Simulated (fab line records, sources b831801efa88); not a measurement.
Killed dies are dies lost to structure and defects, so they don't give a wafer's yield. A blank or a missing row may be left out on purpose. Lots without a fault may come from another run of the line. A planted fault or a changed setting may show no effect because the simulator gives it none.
fab line records | flow sky130
record lots=12 wafers=36 last_day=50
route steps=708 shown VIA2@521 METAL3@532
lots that met no fault: from a run of the same line without faults
start_h: hours from the record's first day to the start of the lot's first wafer shown | wait_h: hours since the lot's step before | " the same as in the row above | L1.1+2: a row that stands for several wafers | - no value, or no start given | * or withheld: withheld | < > ~ a bound
route shown NAME@n: a module of which the file shows steps, and the number in the route of the first | usual: mean/standard deviation of fault-free wafers | same: alike in all rows | chamber/n: place in a boat | sites: the reading at each site | _std_site: their standard deviation | _edge_site: outer sites' mean less inner sites' | radius_mm: how far each site lies from the wafer's centre | mask NAME#n: copy n | behind: the tool/chamber that last shaped the wafer | hold: why the lot was held/for how many hours/how that ended | device: the transistor (n, p or np) that didn't switch | end of line: the same wafers' tests at the end of the route | a step without rows: its recipe alone | killed: dies lost to structure and defects at the first sort, not the wafer's yield | map: a wafer's dies, x killed, . not, _ none there
set.NAME: the setting as run; set.NAME@STEP: as run at that earlier step | model.NAME: the simulator's own value behind a step, which no gauge read
steps of the route over a sample of lots; a table a step, a row a wafer
services: from which hour (start_h, from the record's first day; less than 0 if before it) a tool's chamber was out of use, for how many hours, and why
## steps
# step SKY_VIA2_ETCH_14
# recipe chemistry=N2/H2 target=BARC ion_energy_ev=200 source_w=500 bias_w=100 pressure_mtorr=30 n2_flow_sccm=100 h2_flow_sccm=200 stop_on=SiO2 time_s=45.9 target_depth_a=600
# usual drypump_motor_current_A=5.8/0.48 oes_product_au=0.854/0.0044 run_length_s=74.2/0.58 throttle_valve_pct=13.224/0.011
# columns lot.wafer tool chamber start_h wait_h drypump_motor_current_A oes_product_au rf_hours_counter_h run_length_s throttle_valve_pct
L211.2 rie_diel-02 0 863.07 0.0 6.3 0.854 1 74.9 13.221
L211.3 " 1 " " 5.0 0.853 11 73.8 13.228
L211.6 " 1 " " 5.0 0.850 - 73.5 13.233
L212.3 rie_diel-03 2 874.85 0.0 5.7 0.850 10 73.2 13.234
L212.5 " 1 " " 6.0 0.850 - 74.2 13.221
L212.6 " 2 " " 5.8 0.851 - 73.3 13.198
L213.1 rie_diel-03 3 878.45 0.0 6.2 0.850 7 74.6 13.233
L213.2 " 2 " " 5.8 0.849 11 73.2 13.209
L213.4 " 1 " " 6.0 0.852 15 74.1 13.227
L214.2 rie_diel-02 1 881.28 0.0 4.9 0.856 11 74.0 13.220
L214.5 " 2 " " 5.2 0.854 - 74.7 13.216
L214.6 " 1 " " 5.0 0.851 - 73.8 13.214
L215.4 rie_diel-02 3 889.95 0.0 6.2 0.853 13 75.0 13.234
L215.5 " 3 " " 6.2 0.849 - 74.4 13.221
L215.6 " 2 " " 5.2 0.851 - 74.6 13.209
L216.1 rie_diel-04 1 910.47 0.0 6.0 0.848 22 75.2 13.240
L216.2 " 2 " " 5.6 0.851 16 73.1 13.225
L216.3 " 0 " " 6.6 0.839 21 73.7 13.225
L223.2 rie_diel-02 2 945.50 0.0 5.2 1.014 12 57.5 13.259
L223.5 " 1 " " 5.0 1.002 - 56.4 13.229
L223.6 " 0 " " 6.3 0.862 - 75.1 13.230
L227.1 rie_diel-04 0 967.70 0.0 6.6 0.851 23 73.5 13.230
L227.2 " 2 " " 5.6 0.855 18 73.5 13.230
L227.3 " 1 " " 6.0 0.854 24 74.8 13.230
L229.3 rie_diel-04 1 975.89 0.0 6.0 0.856 25 74.5 13.236
L229.5 " 0 " " 6.6 0.854 - 73.6 13.223
L229.6 " 1 " " 6.0 0.852 - 74.8 13.233
L232.2 rie_diel-03 3 995.82 0.0 6.2 0.850 11 74.3 13.231
L232.4 " 2 " " 5.8 0.848 14 73.2 13.228
L232.6 " 1 " " 5.9 0.852 - 74.2 13.219
L233.1 rie_diel-03 1 999.70 0.0 6.0 0.863 19 74.5 13.213
L233.2 " 3 " " 6.2 0.860 11 74.4 13.217
L233.4 " 2 " " 5.8 0.845 14 73.5 13.245
L234.2 rie_diel-02 0 1009.00 0.0 6.2 0.856 5 75.3 13.247
L234.3 " 2 " " 5.2 0.850 13 74.9 13.220
L234.4 " 3 " " 6.2 0.863 15 74.6 13.213
# step SKY_VIA2_ETCH_15
# recipe target=SiO2 chemistry=C4F8/O2/Ar target_depth_nm=546 stop_on=TiN mask_material=KrF-thick source_w=1500 bias_w=1200 pressure_mtorr=40 c4f8_flow_sccm=withheld O2_flow_sccm=6 Ar_flow_sccm=300 time_s=84
# usual oes_product_au=0.940/0.0049 run_length_s=112.3/0.59
# columns lot.wafer tool chamber start_h wait_h oes_product_au rf_hours_counter_h run_length_s
L211.2 rie_diel-02 0 863.11 0.0 0.937 1 113.1
L211.3 " 1 " " 0.945 11 111.9
L211.6 " 1 " " 0.941 - 112.2
L212.3 rie_diel-03 2 874.90 0.0 0.932 10 111.4
L212.5 " 1 " " 0.939 - 112.5
L212.6 " 2 " " 0.944 - 111.4
L213.1 rie_diel-03 3 878.50 0.0 0.943 7 112.7
L213.2 " 2 " " 0.932 11 111.4
L213.4 " 1 " " 0.949 15 112.6
L214.2 rie_diel-02 1 881.33 0.0 0.935 11 111.6
L214.5 " 2 " " 0.937 - 113.2
L214.6 " 1 " " 0.942 - 112.1
L215.4 rie_diel-02 3 890.00 0.0 0.938 13 112.6
L215.5 " 3 " " 0.930 - 112.9
L215.6 " 2 " " 0.937 - 112.8
L216.1 rie_diel-04 1 910.51 0.0 0.938 22 112.6
L216.2 " 2 " " 0.938 16 111.5
L216.3 " 0 " " 0.931 21 111.7
L223.2 rie_diel-02 2 945.55 0.0 0.512 12 112.9
L223.5 " 1 " " 0.452 - 111.5
L223.6 " 0 " " 0.941 - 112.9
L227.1 rie_diel-04 0 967.75 0.0 0.943 23 111.5
L227.2 " 2 " " 0.937 18 111.7
L227.3 " 1 " " 0.939 24 112.6
L229.3 rie_diel-04 1 975.93 0.0 0.936 25 112.8
L229.5 " 0 " " 0.941 - 111.5
L229.6 " 1 " " 0.941 - 113.1
L232.2 rie_diel-03 3 995.86 0.0 0.941 11 112.4
L232.4 " 2 " " 0.950 14 111.4
L232.6 " 1 " " 0.939 - 112.1
L233.1 rie_diel-03 1 999.75 0.0 0.931 19 112.2
L233.2 " 3 " " 0.946 11 112.8
L233.4 " 2 " " 0.945 14 111.5
L234.2 rie_diel-02 0 1009.05 0.0 0.945 5 112.9
L234.3 " 2 " " 0.939 13 113.5
L234.4 " 3 " " 0.938 15 112.6
# step SKY_VIA2_STRIP_16
# recipe chemistry=O2/N2 power_w=1400 pressure_mtorr=1500 platen_temp_c=withheld o2_flow_sccm=3000 n2_flow_sccm=300 overash_fraction=0.5
# usual drypump_motor_current_A=5.84/0.27 o2_flow_sccm=2999/9.4 oes_product_au=0.398/0.005 strip_time_to_endpoint_s=4.04/0.03
# same overash_fraction=0.5
# columns lot.wafer tool chamber start_h wait_h drypump_motor_current_A o2_flow_sccm oes_product_au rf_hours_counter_h strip_time_to_endpoint_s
L211.2 plasma_asher-03 0 863.17 0.0 5.74 2987 0.407 67 4.02
L211.3 " 1 " " 5.84 3005 0.397 - 3.99
L211.6 " 1 " " 5.88 2992 0.397 - 4.01
L212.3 plasma_asher-04 1 874.99 0.1 6.32 2999 0.398 - 4.04
L212.5 " 0 " " 5.72 2996 0.390 - 4.06
L212.6 " 1 " " 6.35 2996 0.397 - 4.06
L213.1 plasma_asher-04 0 878.56 0.0 5.76 3001 0.397 106 4.00
L213.2 " 1 " " 6.38 3015 0.397 106 4.02
L213.4 " 1 " " 6.36 3008 0.389 - 4.00
L214.2 plasma_asher-03 1 881.39 0.0 5.83 3007 0.388 69 4.02
L214.5 " 1 " " 5.80 2998 0.395 - 3.99
L214.6 " 0 " " 5.72 3006 0.398 - 4.02
L215.4 plasma_asher-04 0 890.09 0.1 5.76 3014 0.398 - 4.04
L215.5 " 0 " " 5.77 3005 0.394 - 4.02
L215.6 " 1 " " 6.34 2986 0.393 - 4.00
L216.1 plasma_asher-03 0 910.57 0.0 5.75 3020 0.399 72 4.06
L216.2 " 1 " " 5.84 2997 0.399 72 3.98
L216.3 " 1 " " 5.82 3012 0.408 - 4.03
L223.2 plasma_asher-04 1 945.61 0.0 6.37 3003 0.404 113 4.20
L223.5 " 0 " " 5.74 3015 0.402 - 4.24
L223.6 " 1 " " 6.37 3004 0.394 - 4.06
L227.1 plasma_asher-03 1 967.81 0.0 5.84 3005 0.408 78 4.05
L227.2 " 0 " " 5.74 3002 0.393 78 3.99
L227.3 " 0 " " 5.72 3004 0.407 - 4.06
L229.3 plasma_asher-03 1 976.02 0.1 5.84 3006 0.396 - 4.07
L229.5 " 1 " " 5.83 2988 0.397 - 4.06
L229.6 " 0 " " 5.75 3000 0.394 - 4.09
L232.2 plasma_asher-01 0 995.92 0.0 5.48 2992 0.402 59 4.08
L232.4 " 1 " " 5.42 2997 0.398 - 4.07
L232.6 " 0 " " 5.47 3001 0.399 - 4.06
L233.1 plasma_asher-04 0 999.81 0.0 5.77 3000 0.406 119 4.08
L233.2 " 1 " " 6.37 2995 0.404 119 4.05
L233.4 " 0 " " 5.79 2995 0.394 - 4.07
L234.2 plasma_asher-03 1 1009.11 0.0 5.84 3010 0.402 82 4.07
L234.3 " 0 " " 5.69 2995 0.399 - 4.02
L234.4 " 1 " " 5.82 3003 0.392 - 4.06
# step SKY_METAL3_SPUTTER_00
# recipe material=Ti target_thk_nm=15 power_w=3000 time_s=10 chamber_pressure_pa=0.4
# usual chamber_pressure_pa=0.3999/0.00079 throttle_valve_pct=29.8/0.93
# columns lot.wafer tool chamber start_h wait_h chamber_pressure_pa throttle_valve_pct
L211.2 pvd_sputter-02 - 864.55 0.1 0.3983 30.0
L211.3 " - " " 0.4007 30.9
L211.6 " - " " 0.4005 29.7
L212.3 pvd_sputter-04 - 876.30 0.1 0.4006 30.3
L212.5 " - " " 0.4008 31.0
L212.6 " - " " 0.3993 29.8
L213.1 pvd_sputter-03 - 879.91 0.1 0.4000 29.2
L213.2 " - " " 0.3999 29.5
L213.4 " - " " 0.4005 27.3
L214.2 pvd_sputter-04 - 882.72 0.2 0.4007 31.1
L214.5 " - " " 0.3991 29.5
L214.6 " - " " 0.3994 30.9
L215.4 pvd_sputter-02 - 891.34 0.2 0.3984 29.7
L215.5 " - " " 0.3982 29.8
L215.6 " - " " 0.4003 29.6
L216.1 pvd_sputter-03 - 911.84 0.2 0.4005 27.1
L216.2 " - " " 0.4011 29.2
L216.3 " - " " 0.3993 29.3
L223.6 pvd_sputter-02 - 946.89 0.0 0.3993 29.9
L227.1 pvd_sputter-04 - 969.10 0.2 0.3998 31.3
L227.2 " - " " 0.4010 30.8
L227.3 " - " " 0.3995 29.9
L229.3 pvd_sputter-04 - 977.25 0.2 0.4010 30.8
L229.5 " - " " 0.4015 29.4
L229.6 " - " " 0.4002 30.6
L232.2 pvd_sputter-02 - 997.19 0.2 0.4001 29.8
L232.4 " - " " 0.4009 29.7
L232.6 " - " " 0.3996 29.8
L233.1 pvd_sputter-04 - 1001.07 0.2 0.4003 29.5
L233.2 " - " " 0.4003 29.7
L233.4 " - " " 0.3996 31.1
L234.2 pvd_sputter-04 - 1010.38 0.1 0.3996 29.6
L234.3 " - " " 0.3986 30.9
L234.4 " - " " 0.3993 29.6
## services
# columns tool chamber start_h hours kind
plasma_asher-03 - 847.69 2.6 repair
pvd_sputter-03 - 849.59 5.9 repair
rie_diel-03 2 852.70 1.9 repair
plasma_asher-01 - 859.76 8.6 pm
plasma_asher-04 - 957.15 0.3 repair
rie_diel-02 - 959.69 0.3 repair
rie_diel-04 3 966.24 6.9 repair
plasma_asher-01 - 971.88 0.8 repair
rie_diel-02 0 977.08 8.7 repair
rie_diel-04 1 993.94 7.2 repair
rie_diel-02 - 994.00 14.6 pm
rie_diel-04 - 999.06 0.7 repair
## key
first_sign step=SKY_VIA2_ETCH_14 reading=oes_product_au direction=up sigmas=35 usual=0.854 struck=1.008
effect step=SKY_VIA2_ETCH_14 reading=run_length_s direction=down sigmas=30 usual=* struck=*
effect step=SKY_VIA2_ETCH_15 reading=oes_product_au direction=down sigmas=93 usual=0.940 struck=0.482
effect step=SKY_VIA2_STRIP_16 reading=strip_time_to_endpoint_s direction=up sigmas=5.8 usual=* struck=*
effect step=SKY_METAL3_SPUTTER_00 reading=visit direction=missing
met_at SKY_VIA2_ETCH_14
struck_lots L223
struck_wafers L223.2,L223.5
later_rows_left_out L223.2,L223.5
sort_left_out L223.2,L223.5
onset_between 889.95 945.50
fault kind=process_parameter_drift tool=rie_diel-02 chamber=- onset_h=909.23 steps=SKY_VIA2_ETCH_14 channel=time_s offset=* shape=step end_h=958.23 scope=struck_wafers_only acts_in=* stated=*
# sort_left_out: the simulated sort isn't trusted on such a fault, so these wafers' sort isn't shown, and their yield isn't known
# later_rows_left_out: the simulator's readings of these wafers behind a module that went badly wrong aren't trusted and aren't shown, but for the sort
